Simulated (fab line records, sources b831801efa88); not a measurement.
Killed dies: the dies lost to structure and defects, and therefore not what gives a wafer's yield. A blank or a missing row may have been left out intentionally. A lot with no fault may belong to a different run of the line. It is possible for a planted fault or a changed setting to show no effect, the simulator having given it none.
What tool caused it? / flow gf180mcu / route of 602 steps, sampled at 1 step: 8 lots, 24 wafers

## WHAT THE GAUGES READ, wafer by wafer
GF_HV_LDD_CD_MEAS_46: the cd target is 400 nm.
lot=L265; measured=day 12 12:53; on=cd_sem-02; cd_nm (nm)=390.5 393.5 391.7
lot=L266; measured=day 12 16:36; on=cd_sem-01; cd_nm (nm)=398.7 398.2 396.9
lot=L267; measured=day 12 23:57; on=cd_sem-02; cd_nm (nm)=400.4 400.2 398.7
lot=L268; measured=day 13 09:16; on=cd_sem-02; cd_nm (nm)=397.7 397.7 397.2
lot=L269; measured=day 13 17:49; on=cd_sem-02; cd_nm (nm)=400.4 396.3 398.7
lot=L270; measured=day 14 01:44; on=cd_sem-02; cd_nm (nm)=396.8 396.6 397.7
lot=L271; measured=day 14 06:28; on=cd_sem-02; cd_nm (nm)=395.0 396.7 395.4
lot=L272; measured=day 14 14:59; on=cd_sem-01; cd_nm (nm)=397.7 395.7 395.4

## EACH LOT AND THE TOOL THAT RAN IT (in order: tool; ch and the chambers of the sampled wafers; start)
There is no process step in the record ahead of these readings.

## THE ANSWER, worked out from the rows above alone
Rule: the usual values come from the lots themselves. Put in order of their means at a reading, lots are off if they are a third of the lots or fewer, leave a main group of 4 or more, and stand apart from it by a gap of 3 or more times the standard deviation of the main group's means; of several such gaps the widest counts. Not used: any main group whose means are identical at the precision the tables above print for the reading. A lot without any number at a reading at which 4 lots or more have one is off too. Where the step has rows for the other lots, those lots are counted as sound.
Nothing can be told from this: no lot is off at any reading shown.

## WHAT HAD BEEN PUT IN BY THE SIMULATOR
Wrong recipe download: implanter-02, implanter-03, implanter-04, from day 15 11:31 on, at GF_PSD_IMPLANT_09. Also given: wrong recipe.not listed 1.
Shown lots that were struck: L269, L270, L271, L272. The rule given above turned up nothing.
